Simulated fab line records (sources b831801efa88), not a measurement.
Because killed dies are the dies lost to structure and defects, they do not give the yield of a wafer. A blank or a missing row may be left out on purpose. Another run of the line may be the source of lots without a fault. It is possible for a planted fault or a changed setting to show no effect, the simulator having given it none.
A struck lot beside a sound one || flow gf180mcu || 28 out of 602 route steps
Sound: the wafers L652.1, L652.2, L652.4. Wafers L638.2, L638.4, L638.5 were the ones struck. Last of all comes the cause.
Each step with rows lists, per side, the tool, then ch with its chambers, then its first start. Under that, the readings that differ: sound wafers || struck wafers || difference of the means || sigmas: that difference in standard deviations of wafers without a fault.
alike: same words and numbers on both sides, and readings whose means sit less than 2 such deviations apart. not compared: any withheld reading, any reading some wafer has no value for, any bound like >300 that may hide the same value, and any number with overlapping values for which the record gives no deviation.
A row with sigmas, a row that says differs or no value, or rows on one side alone: a step with any of these is where the two part. When numbers do not overlap yet have no deviation, they are printed without sigmas and do not part them. Lack of a reading on every wafer of one side parts them only where that side has two or more wafers.

first, 4 steps without rows for these wafers: GF_M1_SOFTBAKE_10 (time 60 s); GF_M1_EXPOSE_11 (exposes mask Metal1, target cd 230 nm); GF_M1_PEB_12 (peb time 90 s); GF_M1_DEVELOP_13 (develop time 60 s).
GF_M1_CD_MEAS_14: the cd target is 230 nm.
  sound on cd_sem-01 at day 24 02:18; struck on cd_sem-01 at day 18 21:34
  alike: cd_nm
GF_M1_OVL_MEAS_15:
  sound on overlay-02 at day 24 02:25; struck on overlay-02 at day 18 21:40
{"reading": "M1_OVL (nm)", "sound": "15 12 18", "struck": "1 0 3", "difference": -14, "sigmas": -2}
GF_M1_METAL_ETCH_16: etches the open film in Cl2/BCl3, stops on SiO2, target depth 627.5 nm, time 104.6 s.
  sound on rie_metal-03 ch 0,1, day 24 02:27; struck on rie_metal-03 ch 0,1, day 18 21:42
  alike: drypump_motor_current_A, he_backside_leak_sccm, mfc_cl2_sccm, oes_product_au, throttle_valve_pct
  not compared: rf_hours_counter_h
GF_M1_STRIP_17: strips in O2/N2.
  sound on plasma_asher-03 ch 0,1, day 24 02:34; struck on plasma_asher-03 ch 0, day 18 21:49
  alike: drypump_motor_current_A, heater_power_w, n2_flow_sccm, oes_product_au, strip_time_to_endpoint_s
  not compared: rf_hours_counter_h
then, 3 steps without rows for these wafers: GF_M1_STRIP_18 (strips in post etch residue remover, time 1200 s); GF_M1_CLEAN_19 (cleans in DIW); GF_V1_CVD_00 (deposits SiO2, target thk 600 nm, time 100 s).
GF_V1_THK_MEAS_01:
  sound on film_metro-02 at day 24 03:10; struck on film_metro-02 at day 18 22:27
  alike: V1_CVD_00_THK
GF_V1_CVD_02: deposits SiO2 from TEOS, target thk 850 nm, time 92.63 s.
  sound on pecvd-02 ch 0,1,2, day 24 03:14; struck on pecvd-04 ch 0,1,2, day 18 22:30
  no value came back on the struck wafers for heater_power_outer_w (W), heater_power_w (W); on the sound wafers heater_power_outer_w (W) reads 451 426 235
GF_V1_CMP_04: polishes SiO2.
  sound on cmp-01 ch 0,2,3, day 24 03:25; struck on cmp-02 ch 2,3, day 18 22:38
{"reading": "time_to_endpoint_s (s)", "sound": "74 71 70", "struck": "- - -", "difference": "no value on the struck wafers", "sigmas": ""}
  alike: motor_current_A, slurry_flow_ml_min
then, 8 steps without rows for these wafers: GF_V1_DEHYDRATE_06 (time 60 s); GF_V1_HMDS_07 (prime time 60 s); GF_V1_COAT_08; GF_V1_COAT_09 (resist thk 1000 nm); GF_V1_SOFTBAKE_10 (time 60 s); GF_V1_EXPOSE_11 (exposes mask Via1, target cd 260 nm); GF_V1_PEB_12 (peb time 90 s); GF_V1_DEVELOP_13 (develop time 60 s).
GF_V1_CD_MEAS_14: the cd target is 260 nm.
  sound on cd_sem-02 at day 25 01:45; struck on cd_sem-01 at day 19 23:02
{"reading": "cd_nm (nm)", "sound": "260.2 260.8 261.7", "struck": "257.9 258.7 257.7", "difference": -2.8, "sigmas": -3}
GF_V1_OVL_MEAS_15:
  sound on overlay-01 at day 25 01:52; struck on overlay-01 at day 19 23:08
  alike: V1_OVL
GF_V1_ETCH_16: etches BARC in N2/H2.
  sound on rie_diel-03 ch 0,1,3, day 25 01:54; struck on rie_diel-02 ch 1,2,3, day 19 23:10
  alike: drypump_motor_current_A, n2_flow_sccm, oes_product_au, throttle_valve_pct
GF_V1_ETCH_17: etches SiO2 in C4F8/O2/Ar, stops on TiN, target depth 630 nm.
  sound: rie_diel-03 ch 0,1,3; struck: rie_diel-02 ch 1,2,3
{"reading": "oes_product_au (a.u.)", "sound": "0.851 0.855 0.850", "struck": "0.831 0.833 0.831", "difference": -0.020, "sigmas": -4}
{"reading": "model.etch.depth_nm (nm)", "sound": "631.4 632.6 631.5", "struck": "594.9 594.8 597.3", "difference": -36.2, "sigmas": ""}
{"reading": "model.V1.feature_depth_nm (nm)", "sound": "631.4 632.6 631.5", "struck": "594.9 594.8 597.3", "difference": -36.2, "sigmas": ""}
GF_V1_STRIP_18: strips in O2/N2.
  sound on plasma_asher-02 ch 0,1, day 25 02:02; struck on plasma_asher-02 ch 0,1, day 19 23:18
{"reading": "n2_flow_sccm (sccm)", "sound": "302.0 301.3 301.3", "struck": "298.5 298.2 300.4", "difference": -2.5, "sigmas": -3}
  alike: drypump_motor_current_A, heater_power_w, oes_product_au
  not compared: rf_hours_counter_h
GF_PASSIVATION_PROBE_99:
  the record has rows for the sound wafers here (prober-01, day 34 05:42) and none for the struck ones

## WHERE THEY PART
Earliest at GF_M1_OVL_MEAS_15; latest, in this record, at GF_PASSIVATION_PROBE_99.

WHY: what the simulator had put in
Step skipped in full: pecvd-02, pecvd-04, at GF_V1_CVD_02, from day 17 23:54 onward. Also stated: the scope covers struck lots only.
